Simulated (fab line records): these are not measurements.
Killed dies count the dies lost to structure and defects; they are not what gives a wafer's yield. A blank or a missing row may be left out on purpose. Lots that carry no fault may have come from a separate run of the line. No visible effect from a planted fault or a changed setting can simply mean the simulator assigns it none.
The same fault as seen by 2 desks ; flow gf180mcu ; each desk holds nothing but its own numbers, with what lay behind them at the end

METROLOGY DESK
Lot by lot, what the gauges showed, no matter which tool ran the lot: averages of those sampled wafers that carry a number. Any lot whose mean is over 4 standard deviations away from the usual mean is out of limits and marked OUT; that distance is given in the brackets.
Columns: A = TOP_METAL_ALCU_RS at GF_TOP_METAL_RS_MEAS_05, usual 0.0328 ohm/sq
lot;first seen here;A
L846;day 27 01:20;0.0332
L847;day 27 05:26;0.0327
L848;day 27 14:41;0.0329
L850;day 28 12:28;0.0324
L849;day 28 16:28;0.0330
L851;day 29 06:20;0.0327
L854;day 30 00:51;0.0328
L855;day 30 14:27;0.0328
L862;day 32 04:10;0.0322
L863;day 32 04:30;0.0326
L866;day 33 00:10;0.0329
L868;day 33 08:41;0.0329
L869;day 33 13:12;0.0326
This desk's finding: nothing out of limits on any of the 13 lots.

TOOL OWNER'S DESK, litho_track-04
The tool's own readings at GF_VT_IMPLANT_DEVELOP_17 (develop time 60 s): means of the sampled wafers that have a number, for each lot that ran on this tool. Any lot whose mean is over 4 standard deviations away from the usual mean is out of limits and marked OUT; that distance is given in the brackets.
Columns: A = exhaust_pa at GF_VT_IMPLANT_DEVELOP_17, usual 44.9 Pa
lot;first seen here;A
L846;day 6 01:59;45.2
L847;day 6 08:53;45.0
L848;day 6 14:13;44.8
L850;day 7 09:25;43.5
L855;day 9 03:07;43.8
L862;day 10 15:53;46.1
L863;day 10 17:25;46.0
This desk's finding: nothing out of limits on any of the 7 lots.

PUT TOGETHER
From the metrology desk's view, nothing was out of limits.
Nothing out of limits was seen by the tool owner's desk.

WHAT HAD BEEN PUT IN BY THE SIMULATOR
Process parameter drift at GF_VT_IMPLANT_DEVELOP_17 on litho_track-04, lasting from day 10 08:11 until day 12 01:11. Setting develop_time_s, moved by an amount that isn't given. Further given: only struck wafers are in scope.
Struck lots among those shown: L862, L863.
